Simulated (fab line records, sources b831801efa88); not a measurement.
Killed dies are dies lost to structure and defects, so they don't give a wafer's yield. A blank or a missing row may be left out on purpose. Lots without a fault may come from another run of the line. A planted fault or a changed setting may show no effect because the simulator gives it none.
Which tool did it? | flow sfq_line | 14 lots, 42 wafers sampled, at 2 steps of a route of 325

WHAT THE GAUGES READ, wafer by wafer
The record holds no reading of a measuring or inspecting step that can be judged against a usual standard deviation.

WHICH TOOL RAN EACH LOT (tool, then ch and the chambers of the sampled wafers, then the start)
lot  | SFQ_TRILAYER_L0_LITHO_PEB_008    | SFQ_TRILAYER_L0_VIA_LITHO_EXPOSE_014
L990 | litho_track-01 ch 0, day 4 05:19 | krf_scanner-02 ch 0, day 6 23:25
L991 | litho_track-02 ch 0, day 4 13:39 | krf_scanner-02 ch 0, day 7 04:49
L992 | litho_track-04 ch 0, day 4 17:19 | krf_scanner-02 ch 0, day 7 09:01
L993 | litho_track-01 ch 0, day 5 00:27 | krf_scanner-02 ch 0, day 7 15:37
L994 | litho_track-04 ch 0, day 5 08:54 | krf_scanner-01 ch 0, day 8 03:29
L995 | litho_track-02 ch 0, day 5 13:39 | krf_scanner-01 ch 0, day 8 07:53
L996 | litho_track-04 ch 0, day 5 19:39 | krf_scanner-01 ch 0, day 8 16:17
L102 | litho_track-04 ch 0, day 6 07:42 | krf_scanner-01, day 9 19:05
L103 | litho_track-04 ch 0, day 6 08:52 | krf_scanner-01, day 9 20:05
L106 | litho_track-04 ch 0, day 7 10:52 | krf_scanner-01, day 11 15:29
L108 | litho_track-02 ch 0, day 8 01:58 | krf_scanner-01 ch 0, day 12 08:29
L110 | litho_track-02 ch 0, day 8 11:29 | krf_scanner-01 ch 0, day 12 23:29
L112 | litho_track-01 ch 0, day 9 04:19 | krf_scanner-02 ch 0, day 13 18:41
L113 | litho_track-02 ch 0, day 9 16:31 | krf_scanner-02 ch 0, day 14 07:53
- SFQ_TRILAYER_L0_LITHO_PEB_008: peb time 60 s.
- SFQ_TRILAYER_L0_VIA_LITHO_EXPOSE_014: exposes mask L0V, target cd 700 nm.

WHAT THE TOOLS THEMSELVES READ (means of the sampled wafers that have a number; where no wafer has one, the mark that the record gives instead)
SFQ_TRILAYER_L0_LITHO_PEB_008. Usual: exhaust_pa 45.1 Pa, standard deviation 0.84; heater_power_total_W 79.14 W, standard deviation 0.07; plate_temp_C 114.98 C, standard deviation 0.13.
lot  | tool           | exhaust_pa (Pa) | heater_power_total_W (W) | plate_temp_C (C) | flag
L990 | litho_track-01 | 46.4            | 79.12                    | 115.13           |
L991 | litho_track-02 | 44.9            | 79.17                    | 115.24           |
L992 | litho_track-04 | 44.6            | 79.06                    | 114.93           |
L993 | litho_track-01 | 46.2            | 79.08                    | 115.06           |
L994 | litho_track-04 | 45.0            | 79.16                    | 114.92           |
L995 | litho_track-02 | 44.2            | 79.10                    | 114.88           |
L996 | litho_track-04 | 44.0            | 79.14                    | 115.03           |
L102 | litho_track-04 | 44.7            | 65.98                    | 100.62           | OFF
L103 | litho_track-04 | 44.8            | 65.99                    | 100.49           | OFF
L106 | litho_track-04 | 45.0            | 66.00                    | 100.61           | OFF
L108 | litho_track-02 | 44.5            | 79.09                    | 114.99           |
L110 | litho_track-02 | 45.5            | 79.16                    | 114.78           |
L112 | litho_track-01 | 44.9            | 79.17                    | 115.01           |
L113 | litho_track-02 | 43.6            | 79.21                    | 114.99           |

SFQ_TRILAYER_L0_VIA_LITHO_EXPOSE_014. Usual: exposure_dose_mJ_cm2 21.296, standard deviation 0.02; focus_offset_nm 0.0 nm, standard deviation 0.52.
lot  | tool           | exposure_dose_mJ_cm2 | focus_offset_nm (nm) | flag
L990 | krf_scanner-02 | 21.303               | 0.4                  |
L991 | krf_scanner-02 | 21.293               | 0.2                  |
L992 | krf_scanner-02 | 21.326               | 0.4                  |
L993 | krf_scanner-02 | 21.312               | 0.1                  |
L994 | krf_scanner-01 | 21.314               | 0.4                  |
L995 | krf_scanner-01 | 21.294               | -0.3                 |
L996 | krf_scanner-01 | 21.281               | -0.4                 |
L102 | krf_scanner-01 | -                    | -                    | OFF
L103 | krf_scanner-01 | -                    | -                    | OFF
L106 | krf_scanner-01 | -                    | -                    | OFF
L108 | krf_scanner-01 | 21.309               | 0.1                  |
L110 | krf_scanner-01 | 21.281               | 0.3                  |
L112 | krf_scanner-02 | 21.297               | 0.3                  |
L113 | krf_scanner-02 | 21.299               | -0.3                 |

THE ANSWER, worked out from the rows above alone
Rule: a lot is off if the mean of its wafers that have a number lies more than 3 standard deviations from the usual mean. A lot without any number at a reading at which 4 lots or more have one is off too. The other lots that the step has rows for count as sound. The gauges are gone through in route order, then the tools' own readings, and for those a lot's mean is taken as printed above. The first step at which some lot is off is used, and at that step the reading that is off furthest; a lot without a number counts as furthest.
Off: L102, L103, L106, at SFQ_TRILAYER_L0_LITHO_PEB_008 (heater_power_total_W).
A tool fits if, at that step or a process step before it, it ran every lot that is off, and no sound lot after the first of them. One fits: litho_track-04 at SFQ_TRILAYER_L0_LITHO_PEB_008. Its last sound lot is L996 (day 5 19:39), its first lot that is off L102 (day 6 07:42): a fault that began between those two fits.
The tool's own readings at SFQ_TRILAYER_L0_LITHO_PEB_008 bear it out: on the lots that are off they differ by more than 5 times the standard deviation of the sound lots' means. heater_power_total_W reads 65.99 W there against 79.13 W on the sound lots; plate_temp_C reads 100.57 C there against 115.00 C on the sound lots.

WHAT THE SIMULATOR HAD PUT IN
Process parameter drift: litho_track-04, from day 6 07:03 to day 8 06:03, at SFQ_TRILAYER_L0_LITHO_PEB_008. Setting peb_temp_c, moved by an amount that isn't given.
Lots struck among those shown: L102, L103, L106. The rule above found the same.
